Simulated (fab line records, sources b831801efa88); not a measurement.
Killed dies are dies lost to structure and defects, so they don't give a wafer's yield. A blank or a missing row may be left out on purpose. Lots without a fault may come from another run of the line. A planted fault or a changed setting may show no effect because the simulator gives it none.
fab line records | flow sky130
record lots=5 wafers=15 last_day=50
route steps=708 shown METAL5@665 PASSIVATION@681 PAD_OPEN@694
lots that met no fault: from a run of the same line without faults
start_h: hours from the record's first day to the start of the lot's first wafer shown | wait_h: hours since the lot's step before | " the same as in the row above | L1.1+2: a row that stands for several wafers | - no value, or no start given | * or withheld: withheld | < > ~ a bound
route shown NAME@n: a module of which the file shows steps, and the number in the route of the first | usual: mean/standard deviation of fault-free wafers | same: alike in all rows | chamber/n: place in a boat | sites: the reading at each site | _std_site: their standard deviation | _edge_site: outer sites' mean less inner sites' | radius_mm: how far each site lies from the wafer's centre | mask NAME#n: copy n | behind: the tool/chamber that last shaped the wafer | hold: why the lot was held/for how many hours/how that ended | device: the transistor (n, p or np) that didn't switch | end of line: the same wafers' tests at the end of the route | a step without rows: its recipe alone | killed: dies lost to structure and defects at the first sort, not the wafer's yield | map: a wafer's dies, x killed, . not, _ none there
set.NAME: the setting as run; set.NAME@STEP: as run at that earlier step | model.NAME: the simulator's own value behind a step, which no gauge read
lots at some steps of the route; a table a step, a row a wafer
services: from which hour (start_h, from the record's first day; less than 0 if before it) a tool's chamber was out of use, for how many hours, and why
## steps
# step SKY_METAL5_SPUTTER_04
# recipe material=TiN target_thk_nm=70 power_w=6500 time_s=58.3 chamber_pressure_pa=0.4
# usual throttle_valve_pct=30.3/0.79
# columns lot.wafer tool chamber start_h wait_h throttle_valve_pct
L075.1 pvd_sputter-04 - 1009.42 0.0 29.8
L075.4 " - " " 30.4
L075.5 " - " " 30.8
L084.1 pvd_sputter-02 - 1072.12 0.0 31.4
L084.4 " - " " 29.6
L084.5 " - " " 29.4
L085.4 pvd_sputter-01 - 1077.68 0.0 30.4
L085.5 " - " " 29.1
L085.6 " - " " 30.5
L086.2 pvd_sputter-01 - 1090.22 0.0 30.6
L086.4 " - " " 30.5
L086.6 " - " " 30.5
L096.1 pvd_sputter-04 - 1138.66 0.0 29.7
L096.3 " - " " 30.1
L096.6 " - " " 30.9
# step SKY_METAL5_RS_MEAS_05
# recipe thk_meas_gauge=four-point-probe reads=TiN_of_METAL5_SPUTTER_04+Ti_of_METAL5_SPUTTER_03+AlCu_of_METAL5_SPUTTER_02+TiN_of_METAL5_SPUTTER_01+Ti_of_METAL5_SPUTTER_00
# usual METAL5_ALCU_RS=0.02695/0.00021
# columns lot.wafer tool chamber start_h wait_h METAL5_ALCU_RS[ohm/sq]
L075.1 film_metro-04 - 1009.48 0.0 0.02698
L075.4 " - " " 0.02704
L075.5 " - " " 0.02716
L084.1 film_metro-02 - 1072.17 0.0 0.02676
L084.4 " - " " 0.02649
L084.5 " - " " 0.02666
L085.4 film_metro-02 - 1077.79 0.1 0.02697
L085.5 " - " " 0.02705
L085.6 " - " " 0.02698
L086.2 film_metro-04 - 1090.32 0.1 0.02693
L086.4 " - " " 0.02681
L086.6 " - " " 0.02701
L096.1 film_metro-03 - 1138.71 0.0 0.02701
L096.3 " - " " 0.02704
L096.6 " - " " 0.02704
# step SKY_METAL5_THK_MEAS_06
# recipe thk_meas_gauge=xrf reads=AlCu_of_METAL5_SPUTTER_02
# usual METAL5_ALCU_THK=1166/12
# columns lot.wafer tool chamber start_h wait_h METAL5_ALCU_THK[nm]
L075.1 film_metro-04 - 1009.60 0.1 1159
L075.4 " - " " 1159
L075.5 " - " " 1155
L084.1 film_metro-02 - 1072.29 0.1 1175
L084.4 " - " " 1187
L084.5 " - " " 1179
L085.4 film_metro-02 - 1077.88 0.1 1171
L085.5 " - " " 1170
L085.6 " - " " 1175
L086.2 film_metro-04 - 1090.43 0.1 1165
L086.4 " - " " 1174
L086.6 " - " " 1162
L096.1 film_metro-03 - 1138.83 0.1 1169
L096.3 " - " " 1176
L096.6 " - " " 1178
# step SKY_METAL5_DEHYDRATE_07
# recipe temp_c=200 time_s=60
# columns lot.wafer tool chamber start_h wait_h
L075.1+4+5 litho_track-03 0 1018.93 9.3
L084.1+4+5 litho_track-03 0 1083.03 10.7
L085.4+5+6 litho_track-03 0 1088.20 10.3
L086.2+4+6 litho_track-04 0 1100.17 9.7
L096.1+3+6 litho_track-01 0 1147.84 9.0
# step SKY_METAL5_HMDS_08
# recipe prime_time_s=60 prime_temp_c=120
# usual prime_temp_c=120.00/0.15
# columns lot.wafer tool chamber start_h wait_h prime_temp_c
L075.1 litho_track-03 0 1019.08 0.1 119.74
L075.4 " 0 " " 119.89
L075.5 " 0 " " 119.93
L084.1 litho_track-03 0 1083.18 0.1 120.09
L084.4 " 0 " " 120.04
L084.5 " 0 " " 119.99
L085.4 litho_track-03 0 1088.35 0.1 119.77
L085.5 " 0 " " 120.01
L085.6 " 0 " " 119.74
L086.2 litho_track-04 0 1100.32 0.1 120.17
L086.4 " 0 " " 119.89
L086.6 " 0 " " 120.44
L096.1 litho_track-01 0 1147.99 0.1 120.07
L096.3 " 0 " " 120.07
L096.6 " 0 " " 120.17
# step SKY_METAL5_COAT_09
# recipe resist=NOVOLAK spin_rpm=3000 resist_thk_nm=1800
# columns lot.wafer tool chamber start_h wait_h
L075.1+4+5 litho_track-03 0 1019.23 0.1
L084.1+4+5 litho_track-03 0 1083.33 0.1
L085.4+5+6 litho_track-03 0 1088.50 0.1
L086.2+4+6 litho_track-04 0 1100.47 0.1
L096.1+3+6 litho_track-01 0 1148.14 0.1
# step SKY_METAL5_SOFTBAKE_10
# recipe temp_c=90 time_s=60 resist=NOVOLAK
# columns lot.wafer tool chamber start_h wait_h
L075.1+4+5 litho_track-03 0 1019.38 0.1
L084.1+4+5 litho_track-03 0 1083.48 0.1
L085.4+5+6 litho_track-03 0 1088.65 0.1
L086.2+4+6 litho_track-04 0 1100.62 0.1
L096.1+3+6 litho_track-01 0 1148.29 0.1
# step SKY_METAL5_EXPOSE_11
# recipe mask_id=MM5 na=0.6 source_shape=conventional sigma_outer=0.6 polarization=unpolarized target_cd_nm=1600 dose_mj=190
# columns lot.wafer tool chamber start_h wait_h mask
L075.1+4+5 iline_stepper-02 0 - - MM5#0
L084.1+4+5 iline_stepper-01 0 - - MM5#0
L085.4+5+6 iline_stepper-02 0 - - MM5#0
L086.2+4+6 iline_stepper-02 0 - - MM5#0
L096.1+3+6 iline_stepper-02 0 - - MM5#0
# step SKY_METAL5_PEB_12
# recipe temp_c=withheld time_s=* resist=NOVOLAK
# columns lot.wafer tool chamber start_h wait_h
L075.1+4+5 litho_track-01 0 - -
L084.1+4+5 litho_track-03 0 - -
L085.4+5+6 litho_track-04 0 - -
L086.2+4+6 litho_track-04 0 - -
L096.1+3+6 litho_track-01 0 - -
# step SKY_METAL5_DEVELOP_13
# recipe resist=NOVOLAK developer=TMAH develop_time_s=60 dev_temp_c=23
# columns lot.wafer tool chamber start_h wait_h
L075.1+4+5 litho_track-01 0 1030.64 0.1
L084.1+4+5 litho_track-03 0 1092.23 0.1
L085.4+5+6 litho_track-04 0 1097.52 0.1
L086.2+4+6 litho_track-04 0 1111.02 0.1
L096.1+3+6 litho_track-01 0 1156.84 0.1
# step SKY_METAL5_DESCUM_14
# recipe chemistry=O2 source_power_w=150 bias_power_w=0 pressure_mtorr=10 temp_c=40 time_s=11
# usual drypump_motor_current_A=5.6/0.47 oes_product_au=0.998/0.0071
# same bias_power_w=0
# columns lot.wafer tool chamber start_h wait_h drypump_motor_current_A oes_product_au rf_hours_counter_h
L075.1 rie_metal-04 1 1030.79 0.1 6.5 0.987 12
L075.4 " 1 " " 6.5 0.989 -
L075.5 " 0 " " 5.7 1.012 -
L084.1 rie_metal-03 0 1092.38 0.1 5.8 1.013 18
L084.4 " 1 " " 5.1 1.001 -
L084.5 " 0 " " 5.8 0.990 -
L085.4 rie_metal-03 0 1097.61 0.1 5.7 0.999 -
L085.5 " 1 " " 5.1 0.985 -
L085.6 " 0 " " 5.8 1.000 -
L086.2 rie_metal-01 0 1111.16 0.1 6.0 0.995 -
L086.4 " 0 " " 5.9 0.994 -
L086.6 " 0 " " 5.9 0.993 -
L096.1 rie_metal-01 0 1156.99 0.1 5.9 0.987 26
L096.3 " 0 " " 5.9 0.988 -
L096.6 " 1 " " 5.1 0.987 -
# step SKY_METAL5_METAL_ETCH_15
# recipe target_depth_a=12600 stop_on=SiO2 over_etch_frac=0.2 time_s=252 chemistry=Cl2/BCl3 resist_sidewall_deg=86 pressure_mtorr=10 icp_w=900 bias_w=48.5 Cl2_flow_sccm=60 bcl3_flow_sccm=30
# usual drypump_motor_current_A=5.6/0.47 mfc_cl2_sccm=60.01/0.19 oes_product_au=0.894/0.0046 throttle_valve_pct=22.264/0.0092
# columns lot.wafer tool chamber start_h wait_h drypump_motor_current_A mfc_cl2_sccm oes_product_au rf_hours_counter_h throttle_valve_pct
L075.1 rie_metal-04 1 1030.82 0.0 6.5 60.06 0.897 12 22.271
L075.4 " 1 " " 6.5 60.09 0.898 - 22.262
L075.5 " 0 " " 5.7 60.15 0.892 - 22.243
L084.1 rie_metal-03 0 1092.41 0.0 5.8 59.96 0.897 18 22.271
L084.4 " 1 " " 5.1 59.82 0.882 - 22.272
L084.5 " 0 " " 5.8 59.84 0.888 - 22.268
L085.4 rie_metal-03 0 1097.71 0.1 5.8 60.20 0.897 - 22.262
L085.5 " 1 " " 5.1 59.62 0.900 - 22.272
L085.6 " 0 " " 5.8 59.97 0.900 - 22.255
L086.2 rie_metal-01 0 1111.29 0.1 5.9 60.01 0.893 - 22.282
L086.4 " 0 " " 5.9 60.06 0.892 - 22.253
L086.6 " 0 " " 5.9 60.20 0.891 - 22.265
L096.1 rie_metal-01 0 1157.02 0.0 6.0 59.86 0.891 26 22.266
L096.3 " 0 " " 5.9 59.96 0.894 - 22.268
L096.6 " 1 " " 5.1 60.15 0.900 - 22.249
# step SKY_METAL5_STRIP_16
# recipe chemistry=O2/N2 power_w=1400 pressure_mtorr=1500 platen_temp_c=withheld o2_flow_sccm=3000 n2_flow_sccm=300 overash_fraction=0.5
# usual drypump_motor_current_A=5.6/0.53 n2_flow_sccm=299.8/0.91 oes_product_au=0.710/0.0047 strip_time_to_endpoint_s=13.10/0.1
# columns lot.wafer tool chamber start_h wait_h drypump_motor_current_A n2_flow_sccm oes_product_au rf_hours_counter_h strip_time_to_endpoint_s
L075.1 plasma_asher-03 0 1031.06 0.2 4.9 299.4 0.711 119 13.02
L075.4 " 1 " " 6.1 300.7 0.710 - 13.03
L075.5 " 0 " " 4.9 300.0 0.714 - 12.88
L084.1 plasma_asher-04 0 1092.65 0.2 6.2 300.6 0.705 96 13.14
L084.4 " 0 " " 6.2 301.3 0.705 - 13.11
L084.5 " 0 " " 6.2 300.3 0.717 - 13.08
L085.4 plasma_asher-02 1 1097.90 0.1 5.9 298.5 0.715 - 13.19
L085.5 " 1 " " 5.9 299.7 0.714 - 13.25
L085.6 " 0 " " 5.8 300.2 0.703 - 13.21
L086.2 plasma_asher-02 1 1111.68 0.3 5.9 299.9 0.715 66 13.25
L086.4 " 0 " " 5.8 300.6 0.708 - 13.20
L086.6 " 1 " " 5.9 299.2 0.716 - 13.19
L096.1 plasma_asher-03 1 1157.26 0.2 6.1 300.1 0.707 10 13.03
L096.3 " 0 " " 4.9 299.4 0.713 - 13.17
L096.6 " 1 " " 6.1 301.5 0.711 - 12.93
# step SKY_METAL5_STRIP_17
# recipe chemistry=post_etch_residue_remover time_s=1200 temp_c=72.5
# columns lot.wafer tool chamber start_h wait_h
L075.1+4+5 wet_bench-03 3 1031.16 0.1
L084.1+4+5 wet_bench-03 1 1092.78 0.1
L085.4+5+6 wet_bench-03 2 1097.96 0.0
L086.2+4+6 wet_bench-02 2 1111.78 0.1
L096.1+3+6 wet_bench-03 0 1157.36 0.1
# step SKY_METAL5_CLEAN_18
# recipe chemistry=IPA time_s=180 temp_c=25
# columns lot.wafer tool chamber start_h wait_h
L075.1+4+5 wet_bench-02 2 1031.50 0.0
L084.1+4+5 wet_bench-03 2 1093.12 0.0
L085.4+5+6 wet_bench-02 1 1098.31 0.0
L086.2+4+6 wet_bench-02 0 1112.13 0.0
L096.1+3+6 wet_bench-04 0 1158.04 0.0
# step SKY_METAL5_CLEAN_19
# recipe chemistry=O3/DIW dry=n2_spin
# columns lot.wafer tool chamber start_h wait_h
L075.1+4+5 wet_bench-04 3 1031.56 0.0
L084.1+4+5 wet_bench-03 1 1093.18 0.0
L085.4+5+6 wet_bench-04 0 1098.36 0.0
L086.2+4+6 wet_bench-03 1 1112.23 0.0
L096.1+3+6 wet_bench-04 1 1158.10 0.0
# step SKY_PASSIVATION_CVD_00
# recipe material=SiO2 target_thk_nm=90 temp_c=400 time_s=withheld rf_w=600
# usual heater_power_w=637/110
# columns lot.wafer tool chamber start_h wait_h heater_power_w
L075.1 pecvd-02 0 1031.66 0.0 460
L075.4 " 2 " " 515
L075.5 " 1 " " 635
L084.1 pecvd-04 0 1093.27 0.0 784
L084.4 " 2 " " 578
L084.5 " 0 " " 803
L085.4 pecvd-02 2 1098.48 0.0 574
L085.5 " 0 " " 412
L085.6 " 1 " " 568
L086.2 pecvd-04 1 1112.33 0.0 597
L086.4 " 1 " " 611
L086.6 " 0 " " 801
L096.1 pecvd-03 2 1158.19 0.0 804
L096.3 " 1 " " 674
L096.6 " 0 " " 564
# step SKY_PASSIVATION_THK_MEAS_01
# recipe reads=SiO2_of_PASSIVATION_CVD_00
# usual PASSIVATION_CVD_00_THK=90.0/1.1
# columns lot.wafer tool chamber start_h wait_h PASSIVATION_CVD_00_THK[nm]
L075.1 film_metro-01 - 1031.68 - 89.7
L075.4 " - " " 91.1
L075.5 " - " " 91.0
L084.1 film_metro-04 - 1093.29 - 88.7
L084.4 " - " " 88.8
L084.5 " - " " 89.9
L085.4 film_metro-04 - 1098.52 - 90.9
L085.5 " - " " 92.1
L085.6 " - " " 91.7
L086.2 film_metro-02 - 1112.36 - 88.2
L086.4 " - " " 89.7
L086.6 " - " " 87.6
L096.1 film_metro-04 - 1158.21 - 89.5
L096.3 " - " " 89.9
L096.6 " - " " 91.2
# step SKY_PASSIVATION_CVD_02
# recipe material=Si3N4 target_thk_nm=540 temp_c=400 time_s=withheld rf_w=450
# usual heater_power_w=684/110
# columns lot.wafer tool chamber start_h wait_h heater_power_w
L075.1 pecvd-04 0 1031.74 0.1 830
L075.4 " 0 " " 824
L075.5 " 0 " " 867
L084.1 pecvd-03 1 1093.35 0.1 799
L084.4 " 2 " " 746
L084.5 " 1 " " 643
L085.4 pecvd-04 2 1098.67 0.1 698
L085.5 " 1 " " 630
L085.6 " 0 " " 833
L086.2 pecvd-03 0 1112.41 0.0 705
L086.4 " 1 " " 634
L086.6 " 0 " " 736
L096.1 pecvd-04 0 1158.27 0.1 836
L096.3 " 2 " " 638
L096.6 " 0 " " 706
# step SKY_PASSIVATION_THK_MEAS_03
# recipe reads=Si3N4_of_PASSIVATION_CVD_02
# usual PASSIVATION_CVD_02_THK=540/6.7
# columns lot.wafer tool chamber start_h wait_h PASSIVATION_CVD_02_THK[nm]
L075.1 film_metro-02 - 1032.08 - 539
L075.4 " - " " 545
L075.5 " - " " 549
L084.1 film_metro-01 - 1093.58 - 533
L084.4 " - " " 545
L084.5 " - " " 533
L085.4 film_metro-01 - 1098.81 - 539
L085.5 " - " " 547
L085.6 " - " " 550
L086.2 film_metro-01 - 1112.65 - 544
L086.4 " - " " 550
L086.6 " - " " 548
L096.1 film_metro-01 - 1158.50 - 533
L096.3 " - " " 534
L096.6 " - " " 541
# step SKY_PASSIVATION_DEHYDRATE_04
# recipe temp_c=200 time_s=60
# columns lot.wafer tool chamber start_h wait_h
L075.1+4+5 litho_track-04 0 1042.64 10.6
L084.1+4+5 litho_track-01 0 1103.79 10.2
L085.4+5+6 litho_track-02 0 1109.14 10.3
L086.2+4+6 litho_track-01 0 1122.17 9.5
L096.1+3+6 litho_track-04 0 1166.55 8.0
# step SKY_PASSIVATION_HMDS_05
# recipe prime_time_s=60 prime_temp_c=120
# usual prime_temp_c=120.00/0.12
# columns lot.wafer tool chamber start_h wait_h prime_temp_c
L075.1 litho_track-04 0 1042.79 0.1 120.14
L075.4 " 0 " " 119.91
L075.5 " 0 " " 119.87
L084.1 litho_track-01 0 1103.94 0.1 119.95
L084.4 " 0 " " 120.33
L084.5 " 0 " " 120.01
L085.4 litho_track-02 0 1109.29 0.1 119.89
L085.5 " 0 " " 120.01
L085.6 " 0 " " 119.95
L086.2 litho_track-01 0 1122.32 0.1 120.03
L086.4 " 0 " " 120.13
L086.6 " 0 " " 119.92
L096.1 litho_track-04 0 1166.70 0.1 119.93
L096.3 " 0 " " 120.06
L096.6 " 0 " " 119.79
# step SKY_PASSIVATION_COAT_06
# recipe spin_rpm=2000 resist_thk_nm=3000
# columns lot.wafer tool chamber start_h wait_h
L075.1+4+5 litho_track-04 0 1042.94 0.1
L084.1+4+5 litho_track-01 0 1104.09 0.1
L085.4+5+6 litho_track-02 0 1109.44 0.1
L086.2+4+6 litho_track-01 0 1122.47 0.1
L096.1+3+6 litho_track-04 0 1166.85 0.1
# step SKY_PASSIVATION_SOFTBAKE_07
# recipe temp_c=110 time_s=withheld
# columns lot.wafer tool chamber start_h wait_h
L075.1+4+5 litho_track-04 0 1043.09 0.1
L084.1+4+5 litho_track-01 0 1104.24 0.1
L085.4+5+6 litho_track-02 0 1109.61 0.1
L086.2+4+6 litho_track-01 0 1122.62 0.1
L096.1+3+6 litho_track-04 0 1167.00 0.1
# step SKY_PASSIVATION_EXPOSE_08
# recipe mask_id=NSM target_cd_nm=3000 na=0.57 dose_mj=260
# columns lot.wafer tool chamber start_h wait_h mask
L075.1+4+5 iline_stepper-01 0 - - NSM#0
L084.1+4+5 iline_stepper-01 0 - - NSM#0
L085.4+5+6 iline_stepper-02 0 - - NSM#0
L086.2+4+6 iline_stepper-02 0 - - NSM#0
L096.1+3+6 iline_stepper-01 0 - - NSM#0
# step SKY_PASSIVATION_PEB_09
# recipe temp_c=115 time_s=withheld
# columns lot.wafer tool chamber start_h wait_h
L075.1+4+5 litho_track-02 0 - -
L084.1+4+5 litho_track-02 0 - -
L085.4+5+6 litho_track-04 0 - -
L086.2+4+6 litho_track-01 0 - -
L096.1+3+6 litho_track-01 0 - -
# step SKY_PASSIVATION_DEVELOP_10
# recipe develop_time_s=60 dev_temp_c=23
# columns lot.wafer tool chamber start_h wait_h
L075.1+4+5 litho_track-02 0 - -
L084.1+4+5 litho_track-02 0 - -
L085.4+5+6 litho_track-04 0 - -
L086.2+4+6 litho_track-01 0 - -
L096.1+3+6 litho_track-01 0 - -
# step SKY_PASSIVATION_ETCH_11
# recipe chemistry=CF4/O2 target_depth_nm=725 stop_on=AlCu source_w=800 bias_w=150 pressure_mtorr=150 cf4_flow_sccm=80 O2_flow_sccm=10 time_s=161.1
# usual drypump_motor_current_A=5.7/0.38 oes_product_au=0.978/0.0065 throttle_valve_pct=5.965/0.0095
# columns lot.wafer tool chamber start_h wait_h drypump_motor_current_A oes_product_au rf_hours_counter_h throttle_valve_pct
L075.1 rie_diel-04 0 1053.51 - 5.0 0.985 14 5.970
L075.4 " 2 " " 6.1 0.990 20 5.966
L075.5 " 1 " " 5.5 0.979 - 5.959
L084.1 rie_diel-01 2 1113.91 - 6.0 0.974 22 5.953
L084.4 " 0 " " 5.7 0.975 15 5.964
L084.5 " 1 " " 5.7 0.972 - 5.950
L085.4 rie_diel-04 3 1118.50 - 5.1 0.967 25 5.970
L085.5 " 3 " " 5.1 0.997 - 5.964
L085.6 " 0 " " 5.0 0.985 - 5.965
L086.2 rie_diel-01 3 1132.99 - 5.6 0.981 17 5.963
L086.4 " 1 " " 5.7 0.977 27 5.962
L086.6 " 2 " " 6.0 0.983 - 5.961
L096.1 rie_diel-04 1 1175.19 - 5.5 0.976 20 5.960
L096.3 " 0 " " 5.1 0.971 18 5.946
L096.6 " 0 " " 5.1 0.980 - 5.969
# step SKY_PASSIVATION_STRIP_12
# recipe chemistry=O2/N2 power_w=1400 pressure_mtorr=1500 platen_temp_c=withheld overash_fraction=0.7 o2_flow_sccm=3000 n2_flow_sccm=300
# usual drypump_motor_current_A=5.7/0.4 n2_flow_sccm=300.0/0.93 oes_product_au=0.661/0.005 strip_time_to_endpoint_s=31.53/0.13
# columns lot.wafer tool chamber start_h wait_h drypump_motor_current_A n2_flow_sccm oes_product_au rf_hours_counter_h strip_time_to_endpoint_s
L075.1 plasma_asher-02 1 1053.62 0.1 5.9 301.1 0.660 61 31.44
L075.4 " 0 " " 5.8 300.1 0.659 - 31.48
L075.5 " 1 " " 5.9 299.0 0.661 - 31.49
L084.1 plasma_asher-03 1 1114.02 0.1 6.1 300.5 0.663 5 31.46
L084.4 " 0 " " 4.9 300.0 0.658 - 31.39
L084.5 " 1 " " 6.1 301.0 0.660 - 31.43
L085.4 plasma_asher-02 1 1118.63 0.1 5.9 299.8 0.662 - 31.59
L085.5 " 1 " " 5.9 299.8 0.658 - 31.52
L085.6 " 0 " " 5.8 300.2 0.664 - 31.57
L086.2 plasma_asher-01 0 1133.10 0.1 5.3 301.3 0.661 40 31.55
L086.4 " 0 " " 5.3 300.5 0.664 - 31.47
L086.6 " 0 " " 5.3 301.2 0.662 - 31.49
L096.1 plasma_asher-03 0 1175.30 0.1 4.8 299.2 0.662 12 31.72
L096.3 " 0 " " 4.8 299.6 0.666 - 31.75
L096.6 " 1 " " 6.1 299.7 0.652 - 31.66
# step SKY_PAD_OPEN_DEHYDRATE_00
# recipe temp_c=200 time_s=60
# columns lot.wafer tool chamber start_h wait_h
L075.1+4+5 litho_track-03 0 1064.48 10.8
L084.1+4+5 litho_track-03 0 1124.18 10.1
L085.4+5+6 litho_track-02 0 1129.44 10.8
L086.2+4+6 litho_track-02 0 1140.34 7.2
L096.1+3+6 litho_track-01 0 1182.84 7.5
# step SKY_PAD_OPEN_HMDS_01
# recipe prime_time_s=60 prime_temp_c=120
# usual prime_temp_c=120.01/0.14
# columns lot.wafer tool chamber start_h wait_h prime_temp_c
L075.1 litho_track-03 0 1064.63 0.1 120.03
L075.4 " 0 " " 119.81
L075.5 " 0 " " 119.88
L084.1 litho_track-03 0 1124.33 0.1 120.06
L084.4 " 0 " " 120.19
L084.5 " 0 " " 120.37
L085.4 litho_track-02 0 1129.59 0.1 120.07
L085.5 " 0 " " 119.87
L085.6 " 0 " " 120.01
L086.2 litho_track-02 0 1140.49 0.1 119.95
L086.4 " 0 " " 119.85
L086.6 " 0 " " 119.94
L096.1 litho_track-01 0 1182.99 0.1 120.05
L096.3 " 0 " " 120.17
L096.6 " 0 " " 120.18
# step SKY_PAD_OPEN_COAT_02
# recipe spin_rpm=2000 resist_thk_nm=3000
# columns lot.wafer tool chamber start_h wait_h
L075.1+4+5 litho_track-03 0 1064.78 0.1
L084.1+4+5 litho_track-03 0 1124.48 0.1
L085.4+5+6 litho_track-02 0 1129.74 0.1
L086.2+4+6 litho_track-02 0 1140.64 0.1
L096.1+3+6 litho_track-01 0 1183.14 0.1
# step SKY_PAD_OPEN_SOFTBAKE_03
# recipe temp_c=110 time_s=withheld
# columns lot.wafer tool chamber start_h wait_h
L075.1+4+5 litho_track-03 0 1064.93 0.1
L084.1+4+5 litho_track-03 0 1124.63 0.1
L085.4+5+6 litho_track-02 0 1129.91 0.1
L086.2+4+6 litho_track-02 0 1140.80 0.1
L096.1+3+6 litho_track-01 0 1183.29 0.1
# step SKY_PAD_OPEN_EXPOSE_04
# recipe mask_id=PDM target_cd_nm=60000 na=0.57 dose_mj=260
# columns lot.wafer tool chamber start_h wait_h mask
L075.1+4+5 iline_stepper-02 0 - - PDM#0
L084.1+4+5 iline_stepper-01 0 - - PDM#0
L085.4+5+6 iline_stepper-01 0 - - PDM#0
L086.2+4+6 iline_stepper-01 0 - - PDM#0
L096.1+3+6 iline_stepper-02 0 - - PDM#0
# step SKY_PAD_OPEN_PEB_05
# recipe temp_c=115 time_s=withheld
# columns lot.wafer tool chamber start_h wait_h
L075.1+4+5 litho_track-03 0 - -
L084.1+4+5 litho_track-03 0 - -
L085.4+5+6 litho_track-01 0 - -
L086.2+4+6 litho_track-02 0 - -
L096.1+3+6 litho_track-01 0 - -
# step SKY_PAD_OPEN_DEVELOP_06
# recipe develop_time_s=60 dev_temp_c=23
# columns lot.wafer tool chamber start_h wait_h
L075.1+4+5 litho_track-03 0 - -
L084.1+4+5 litho_track-03 0 - -
L085.4+5+6 litho_track-01 0 - -
L086.2+4+6 litho_track-02 0 - -
L096.1+3+6 litho_track-01 0 - -
# step SKY_PAD_OPEN_ETCH_07
# recipe chemistry=CF4/O2 target_depth_nm=725 stop_on=AlCu source_w=800 bias_w=150 pressure_mtorr=150 cf4_flow_sccm=80 O2_flow_sccm=10 time_s=161.1
# usual drypump_motor_current_A=5.7/0.39 oes_product_au=0.978/0.0068 throttle_valve_pct=5.967/0.0094
# columns lot.wafer tool chamber start_h wait_h drypump_motor_current_A oes_product_au rf_hours_counter_h throttle_valve_pct
L075.1 rie_diel-01 1 1074.48 - 5.8 0.977 24 5.976
L075.4 " 2 " " 6.0 0.989 21 5.972
L075.5 " 0 " " 5.7 0.978 - 5.971
L084.1 rie_diel-03 0 1134.83 - 6.2 0.960 17 5.988
L084.4 " 1 " " 6.2 0.984 16 5.958
L084.5 " 0 " " 6.2 0.974 - 5.974
L085.4 rie_diel-01 3 1138.39 - 5.6 0.981 18 5.964
L085.5 " 3 " " 5.6 0.979 - 5.978
L085.6 " 2 " " 6.0 0.984 - 5.975
L086.2 rie_diel-04 3 1150.66 - 5.1 0.980 26 5.972
L086.4 " 0 " " 5.0 0.985 17 5.988
L086.6 " 1 " " 5.5 0.979 - 5.964
L096.1 rie_diel-04 3 1191.89 - 5.1 0.982 27 5.970
L096.3 " 0 " " 5.0 0.972 18 5.959
L096.6 " 3 " " 5.1 0.989 - 5.962
# step SKY_PAD_OPEN_STRIP_08
# recipe chemistry=O2/N2 power_w=1400 pressure_mtorr=1500 platen_temp_c=withheld overash_fraction=0.7 o2_flow_sccm=3000 n2_flow_sccm=300
# usual drypump_motor_current_A=5.6/0.53 n2_flow_sccm=300.0/0.85 oes_product_au=0.663/0.0043 strip_time_to_endpoint_s=37.08/0.11
# columns lot.wafer tool chamber start_h wait_h drypump_motor_current_A n2_flow_sccm oes_product_au rf_hours_counter_h strip_time_to_endpoint_s
L075.1 plasma_asher-04 1 1074.58 0.1 5.0 300.4 0.664 95 36.82
L075.4 " 0 " " 6.2 300.6 0.668 - 36.82
L075.5 " 0 " " 6.2 299.5 0.667 - 36.92
L084.1 plasma_asher-01 0 1134.93 0.1 5.3 299.0 0.659 40 37.27
L084.4 " 1 " " 5.9 299.7 0.658 - 37.16
L084.5 " 1 " " 6.0 299.7 0.663 - 37.16
L085.4 plasma_asher-01 1 1138.53 0.1 5.9 300.0 0.667 - 37.18
L085.5 " 1 " " 5.9 300.8 0.661 - 37.21
L085.6 " 0 " " 5.3 300.7 0.655 - 37.16
L086.2 plasma_asher-04 0 1150.77 0.1 6.2 300.1 0.661 102 37.17
L086.4 " 1 " " 5.0 300.1 0.661 - 37.10
L086.6 " 1 " " 5.0 299.7 0.663 - 36.99
L096.1 plasma_asher-03 1 1192.00 0.1 6.1 301.0 0.668 13 37.14
L096.3 " 1 " " 6.1 299.9 0.658 - 37.24
L096.6 " 1 " " 6.1 301.4 0.665 - 37.19
# step SKY_PAD_OPEN_STRIP_09
# recipe chemistry=post_etch_residue_remover time_s=1200 temp_c=72.5
# columns lot.wafer tool chamber start_h wait_h
L075.1+4+5 wet_bench-01 2 1074.68 0.1
L084.1+4+5 wet_bench-01 1 1135.03 0.1
L085.4+5+6 wet_bench-01 3 1138.60 0.0
L086.2+4+6 wet_bench-03 0 1150.87 0.1
L096.1+3+6 wet_bench-02 1 1192.10 0.1
# step SKY_PAD_OPEN_CLEAN_10
# recipe chemistry=IPA time_s=180 temp_c=25
# columns lot.wafer tool chamber start_h wait_h
L075.1+4+5 wet_bench-03 2 1075.02 0.0
L084.1+4+5 wet_bench-02 1 1135.53 0.1
L085.4+5+6 wet_bench-01 2 1138.94 0.0
L086.2+4+6 wet_bench-01 2 1151.55 0.0
L096.1+3+6 wet_bench-03 1 1192.44 0.0
# step SKY_PAD_OPEN_CLEAN_11
# recipe chemistry=O3/DIW dry=n2_spin
# columns lot.wafer tool chamber start_h wait_h
L075.1+4+5 wet_bench-02 1 1075.09 0.0
L084.1+4+5 wet_bench-01 1 1135.78 0.2
L085.4+5+6 wet_bench-01 2 1139.00 0.0
L086.2+4+6 wet_bench-01 3 1151.61 0.0
L096.1+3+6 wet_bench-03 2 1192.50 0.0
## services
# columns tool chamber start_h hours kind
pecvd-03 - 990.26 1.9 repair
rie_diel-04 - 993.40 0.4 repair
rie_diel-01 3 993.68 5.6 repair
rie_diel-01 2 1002.50 4.6 repair
pecvd-03 2 1016.06 4.7 repair
plasma_asher-03 - 1021.19 6.6 repair
plasma_asher-01 - 1028.74 1.6 repair
plasma_asher-03 - 1055.25 9.0 pm
iline_stepper-02 - 1076.36 1.7 pm
rie_metal-01 0 1087.74 5.5 repair
rie_metal-01 1 1089.90 21.7 repair
pecvd-03 - 1098.14 1.4 repair
plasma_asher-04 - 1102.55 1.8 repair
plasma_asher-02 - 1122.54 0.7 repair
wet_bench-03 - 1127.28 12.4 repair
plasma_asher-02 - 1133.45 2.8 pm
rie_diel-01 1 1152.01 9.7 repair
rie_diel-01 0 1152.07 4.1 repair
plasma_asher-04 - 1152.24 14.6 pm
plasma_asher-02 - 1154.22 3.8 repair
plasma_asher-01 - 1174.11 2.1 repair
plasma_asher-04 - 1175.37 2.8 pm
rie_metal-01 1 1176.19 7.4 repair
iline_stepper-01 - 1177.61 1.7 pm
## key
fault none
